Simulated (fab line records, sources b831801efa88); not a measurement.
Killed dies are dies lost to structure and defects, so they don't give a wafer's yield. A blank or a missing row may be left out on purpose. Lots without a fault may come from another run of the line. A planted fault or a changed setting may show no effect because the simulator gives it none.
Which tool did it? | flow sky130 | 12 lots, 35 wafers sampled, at 5 steps of a route of 708

WHAT THE GAUGES READ, wafer by wafer
SKY_VIA4_THK_MEAS_01. Usual: VIA4_HDPCVD_THK 1753 nm, standard deviation 22.
lot  | measured     | on            | VIA4_HDPCVD_THK (nm) | flag
L412 | day 42 21:23 | film_metro-03 | 1746 1767 1761       |
L413 | day 43 10:21 | film_metro-04 | 1756 1778 1780       |
L415 | day 43 23:58 | film_metro-03 | 1727 1709 1774       |
L417 | day 44 03:04 | film_metro-01 | 1775 1785 1776       |
L419 | day 44 15:25 | film_metro-01 | 1718 1766 1727       |
L418 | day 44 16:24 | film_metro-01 | 1775 1755 1761       |
L421 | day 45 11:28 | film_metro-04 | 1776 1742 1748       |
L422 | day 45 13:25 | film_metro-01 | 1766 1748 1753       |
L423 | day 45 21:13 | film_metro-03 | 1752 1729 1743       |
L425 | day 46 10:07 | film_metro-04 | 1776 1743 1771       |
L426 | day 46 16:43 | film_metro-03 | 1746 2840            | OFF
L432 | day 48 00:14 | film_metro-04 | 1770 1709 1761       |

WHICH TOOL RAN EACH LOT (tool, then ch and the chambers of the sampled wafers, then the start)
lot  | SKY_METAL4_SPUTTER_01        | SKY_METAL4_SPUTTER_02        | SKY_METAL4_ETCH_16                | SKY_VIA4_HDPCVD_00
L412 | pvd_sputter-01, day 40 17:57 | pvd_sputter-01, day 40 17:59 | rie_metal-01 ch 0,1, day 42 20:18 | hdpcvd-02 ch 0,2, day 42 21:11
L413 | pvd_sputter-04, day 41 06:43 | pvd_sputter-04, day 41 06:44 | rie_metal-04 ch 1, day 43 09:04   | hdpcvd-02 ch 0,1, day 43 10:05
L415 | pvd_sputter-04, day 41 21:59 | pvd_sputter-04, day 41 22:01 | rie_metal-01 ch 0, day 43 22:54   | hdpcvd-01 ch 0,2, day 43 23:47
L417 | pvd_sputter-04, day 42 02:31 | pvd_sputter-04, day 42 02:33 | rie_metal-04 ch 0,1, day 44 02:00 | hdpcvd-02 ch 0,1,2, day 44 02:53
L419 | pvd_sputter-03, day 42 14:59 | pvd_sputter-03, day 42 15:01 | rie_metal-03 ch 0,1, day 44 14:20 | hdpcvd-01 ch 0,1, day 44 15:13
L418 | pvd_sputter-04, day 42 15:39 | pvd_sputter-04, day 42 15:41 | rie_metal-04 ch 0,1, day 44 15:20 | hdpcvd-02 ch 0,1,2, day 44 16:13
L421 | pvd_sputter-01, day 43 12:01 | pvd_sputter-01, day 43 12:02 | rie_metal-03 ch 0,1, day 45 10:23 | hdpcvd-02 ch 0,1, day 45 11:16
L422 | pvd_sputter-03, day 43 13:16 | pvd_sputter-03, day 43 13:17 | rie_metal-03 ch 1, day 45 12:20   | hdpcvd-02 ch 0,1,2, day 45 13:14
L423 | pvd_sputter-04, day 43 22:04 | pvd_sputter-04, day 43 22:06 | rie_metal-03 ch 0, day 45 20:03   | hdpcvd-01 ch 2, day 45 20:56
L425 | pvd_sputter-04, day 44 12:37 | pvd_sputter-04, day 44 12:38 | rie_metal-01 ch 0,1, day 46 09:03 | hdpcvd-02 ch 0,1,2, day 46 09:56
L426 | pvd_sputter-03, day 44 19:03 | pvd_sputter-03, day 44 19:05 | rie_metal-04 ch 0,1, day 46 15:40 | hdpcvd-02 ch 0,2, day 46 16:35
L432 | pvd_sputter-04, day 46 04:07 | pvd_sputter-04, day 46 04:08 | rie_metal-01 ch 0,1, day 47 23:11 | hdpcvd-01 ch 0,2, day 48 00:02
- SKY_METAL4_SPUTTER_01: material TiN, target thk 20 nm, time 16.7 s.
- SKY_METAL4_SPUTTER_02: material AlCu, target thk 735 nm, time 39.1 s.
- SKY_METAL4_ETCH_16: etches BARC in N2/H2, stops on SiO2, time 88.2 s, target depth 60 nm.
- SKY_VIA4_HDPCVD_00: deposits SiO2, target thk 1750 nm, time 291.7 s.

WHAT THE TOOLS THEMSELVES READ (means of the sampled wafers that have a number; where no wafer has one, the mark that the record gives instead)
SKY_METAL4_SPUTTER_01. Usual: throttle_valve_pct 29.8 %, standard deviation 1.3.
lot  | tool           | throttle_valve_pct (%) | flag
L412 | pvd_sputter-01 | 31.4                   |
L413 | pvd_sputter-04 | 29.9                   |
L415 | pvd_sputter-04 | 29.6                   |
L417 | pvd_sputter-04 | 28.2                   |
L419 | pvd_sputter-03 | 29.8                   |
L418 | pvd_sputter-04 | 29.2                   |
L421 | pvd_sputter-01 | 31.7                   |
L422 | pvd_sputter-03 | 30.5                   |
L423 | pvd_sputter-04 | 29.0                   |
L425 | pvd_sputter-04 | 29.7                   |
L426 | pvd_sputter-03 | 29.5                   |
L432 | pvd_sputter-04 | 29.5                   |

SKY_METAL4_SPUTTER_02. Usual: throttle_valve_pct 29.8 %, standard deviation 1.3.
lot  | tool           | throttle_valve_pct (%) | flag
L412 | pvd_sputter-01 | 31.6                   |
L413 | pvd_sputter-04 | 29.8                   |
L415 | pvd_sputter-04 | 29.5                   |
L417 | pvd_sputter-04 | 28.1                   |
L419 | pvd_sputter-03 | 29.9                   |
L418 | pvd_sputter-04 | 29.0                   |
L421 | pvd_sputter-01 | 31.7                   |
L422 | pvd_sputter-03 | 30.6                   |
L423 | pvd_sputter-04 | 29.1                   |
L425 | pvd_sputter-04 | 29.8                   |
L426 | pvd_sputter-03 | 29.5                   |
L432 | pvd_sputter-04 | 29.6                   |

SKY_METAL4_ETCH_16. Usual: drypump_motor_current_A 5.7 A, standard deviation 0.4; oes_product_au 0.625 a.u., standard deviation 0.0043; throttle_valve_pct 13.203 %, standard deviation 0.0087.
lot  | tool         | drypump_motor_current_A (A) | oes_product_au (a.u.) | throttle_valve_pct (%) | flag
L412 | rie_metal-01 | 5.8                         | 0.624                 | 13.213                 |
L413 | rie_metal-04 | 5.2                         | 0.623                 | 13.201                 |
L415 | rie_metal-01 | 5.7                         | 0.620                 | 13.193                 |
L417 | rie_metal-04 | 5.6                         | 0.625                 | 13.203                 |
L419 | rie_metal-03 | 6.0                         | 0.624                 | 13.196                 |
L418 | rie_metal-04 | 5.9                         | 0.624                 | 13.208                 |
L421 | rie_metal-03 | 5.7                         | 0.627                 | 13.200                 |
L422 | rie_metal-03 | 5.4                         | 0.626                 | 13.205                 |
L423 | rie_metal-03 | 6.3                         | 0.626                 | 13.197                 |
L425 | rie_metal-01 | 5.7                         | 0.626                 | 13.211                 |
L426 | rie_metal-04 | 5.8                         | 0.623                 | 13.209                 |
L432 | rie_metal-01 | 5.7                         | 0.622                 | 13.198                 |

SKY_VIA4_HDPCVD_00. Usual: pressure_mtorr 6.002 mTorr, standard deviation 0.012.
lot  | tool      | pressure_mtorr (mTorr) | flag
L412 | hdpcvd-02 | 6.005                  |
L413 | hdpcvd-02 | 6.007                  |
L415 | hdpcvd-01 | 5.998                  |
L417 | hdpcvd-02 | 6.004                  |
L419 | hdpcvd-01 | 6.002                  |
L418 | hdpcvd-02 | 5.997                  |
L421 | hdpcvd-02 | 5.999                  |
L422 | hdpcvd-02 | 5.999                  |
L423 | hdpcvd-01 | 5.997                  |
L425 | hdpcvd-02 | 5.998                  |
L426 | hdpcvd-02 | 5.994                  |
L432 | hdpcvd-01 | 5.994                  |

THE ANSWER, worked out from the rows above alone
Rule: a lot is off if the mean of its wafers that have a number lies more than 3 standard deviations from the usual mean. A lot without any number at a reading at which 4 lots or more have one is off too. The other lots that the step has rows for count as sound. The gauges are gone through in route order, then the tools' own readings, and for those a lot's mean is taken as printed above. The first step at which some lot is off is used, and at that step the reading that is off furthest; a lot without a number counts as furthest.
Off: L426, at SKY_VIA4_THK_MEAS_01 (VIA4_HDPCVD_THK).
A tool fits if, at a process step before that reading, it ran every lot that is off, and no sound lot after the first of them. The gauges at SKY_VIA4_THK_MEAS_01 are tried like those tools. Can't be told from this: 4 tools fit, pvd_sputter-03 at SKY_METAL4_SPUTTER_01 and SKY_METAL4_SPUTTER_02, rie_metal-04 at SKY_METAL4_ETCH_16, hdpcvd-02 at SKY_VIA4_HDPCVD_00, film_metro-03 at SKY_VIA4_THK_MEAS_01.

WHAT THE SIMULATOR HAD PUT IN
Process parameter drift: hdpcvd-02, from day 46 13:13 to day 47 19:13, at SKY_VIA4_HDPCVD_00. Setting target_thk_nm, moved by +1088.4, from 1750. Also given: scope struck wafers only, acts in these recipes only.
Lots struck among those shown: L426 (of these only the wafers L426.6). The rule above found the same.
